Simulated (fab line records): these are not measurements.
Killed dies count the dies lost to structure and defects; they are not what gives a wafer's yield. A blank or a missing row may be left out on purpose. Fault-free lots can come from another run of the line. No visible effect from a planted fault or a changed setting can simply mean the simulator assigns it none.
Commonality check across tools | flow gf180mcu | 12 lots and 36 wafers in the sample

== REASON IT WAS OPENED ==
Of 12 lots, 2 have the reading V1_CVD_00_THK flagged at GF_V1_THK_MEAS_01. Wafers without a fault read 601 nm, standard deviation 7.7.
Rule: flag the lot when none of its wafers has a number, or when each of its wafers that has one lies beyond 4 standard deviations from that mean. As for the other lots, they are considered sound.

lot  | measured     | on            | V1_CVD_00_THK (nm), wafer by wafer | flag
L140 | day 17 03:57 | film_metro-04 | 591 594 592                        |
L141 | day 17 15:42 | film_metro-03 | 595 602 602                        |
L142 | day 17 21:23 | film_metro-03 | 610 612 617                        |
L144 | day 18 18:32 | film_metro-03 | 592 595 599                        |
L145 | day 19 06:02 | film_metro-03 | 595 604 599                        |
L146 | day 19 19:14 | film_metro-03 | 592 598 595                        |
L147 | day 20 17:41 | film_metro-03 | 597 603 596                        |
L150 | day 21 21:46 | film_metro-02 | 473 473 472                        | FLAGGED
L153 | day 22 21:38 | film_metro-04 | 483 481 483                        | FLAGGED
L158 | day 24 09:58 | film_metro-03 | 608 598 603                        |
L160 | day 24 14:04 | film_metro-02 | 608 611 607                        |
L162 | day 25 06:51 | film_metro-03 | 601 600 592                        |
The numbers of the flagged lots are 478 nm on average: -124 nm against the usual, or -16 standard deviations.

== EACH LOT AND THE TOOL IT RAN ON ==
2 process steps preceding the reading are held in the record, out of 602 steps in the route. In each cell: the tool, then ch and the chambers that the sampled wafers went through, then the start.
lot  | flag    | GF_PSD_RTA_13                    | GF_V1_CVD_00
L140 |         | rtp_anneal-02 ch 0, day 14 07:35 | hdpcvd-01 ch 0,1, day 17 03:52
L141 |         | rtp_anneal-01 ch 0, day 14 16:05 | hdpcvd-01 ch 0,1,2, day 17 15:36
L142 |         | rtp_anneal-02 ch 0, day 14 22:35 | hdpcvd-02 ch 0,1, day 17 21:18
L144 |         | rtp_anneal-01 ch 0, day 15 16:54 | hdpcvd-01 ch 0,1, day 18 18:27
L145 |         | rtp_anneal-02 ch 0, day 16 04:58 | hdpcvd-01 ch 1,2, day 19 05:57
L146 |         | rtp_anneal-02 ch 0, day 16 16:20 | hdpcvd-01 ch 0,1, day 19 19:10
L147 |         | rtp_anneal-01 ch 0, day 17 13:13 | hdpcvd-01 ch 0,1, day 20 17:35
L150 | FLAGGED | rtp_anneal-02 ch 0, day 18 17:19 | hdpcvd-01 ch 1,2, day 21 21:40
L153 | FLAGGED | rtp_anneal-01 ch 0, day 19 18:25 | hdpcvd-01 ch 1,2, day 22 21:32
L158 |         | rtp_anneal-01 ch 0, day 21 09:14 | hdpcvd-02 ch 0,1, day 24 09:54
L160 |         | rtp_anneal-01 ch 0, day 21 13:52 | hdpcvd-02 ch 0,2, day 24 13:59
L162 |         | rtp_anneal-02 ch 0, day 22 06:08 | hdpcvd-01 ch 0,1, day 25 06:46
These steps, and what they do:
- GF_PSD_RTA_13: time 20 s.
- GF_V1_CVD_00: deposits SiO2, target thk 600 nm, time 100 s.
- GF_V1_THK_MEAS_01

== FLAGGED OVER TOTAL, TOOL BY TOOL (the gauges that took the reading come last) ==
step              | tool          | lots run | flagged | share of the flagged lots | sound lots run after its first flagged lot
GF_PSD_RTA_13     | rtp_anneal-01 | 6        | 1       | some                      | 2 (L158,L160)
GF_PSD_RTA_13     | rtp_anneal-02 | 6        | 1       | some                      | 1 (L162)
GF_V1_CVD_00      | hdpcvd-01     | 9        | 2       | all                       | 1 (L162)
GF_V1_CVD_00      | hdpcvd-02     | 3        | 0       | none                      | -
GF_V1_THK_MEAS_01 | film_metro-02 | 2        | 1       | some                      | 1 (L160)
GF_V1_THK_MEAS_01 | film_metro-03 | 8        | 0       | none                      | -
GF_V1_THK_MEAS_01 | film_metro-04 | 2        | 1       | some                      | 0

== WHAT IS ALLOWED BY THE TABLE ==
1 row of the table ran every flagged lot: hdpcvd-01 at GF_V1_CVD_00.
- hdpcvd-01 at GF_V1_CVD_00: 2 of its 9 lots flagged. Sound lots ran on it after the first flagged one (L162), which a lasting fault on the whole tool wouldn't allow. Its own readings (sih4_flow_sccm) fall more than 4 standard deviations out on all wafers of the flagged lots.
Every row of the table either missed a flagged lot or ran a sound lot after the first.

== WHAT THE SIMULATOR HAD INSERTED ==
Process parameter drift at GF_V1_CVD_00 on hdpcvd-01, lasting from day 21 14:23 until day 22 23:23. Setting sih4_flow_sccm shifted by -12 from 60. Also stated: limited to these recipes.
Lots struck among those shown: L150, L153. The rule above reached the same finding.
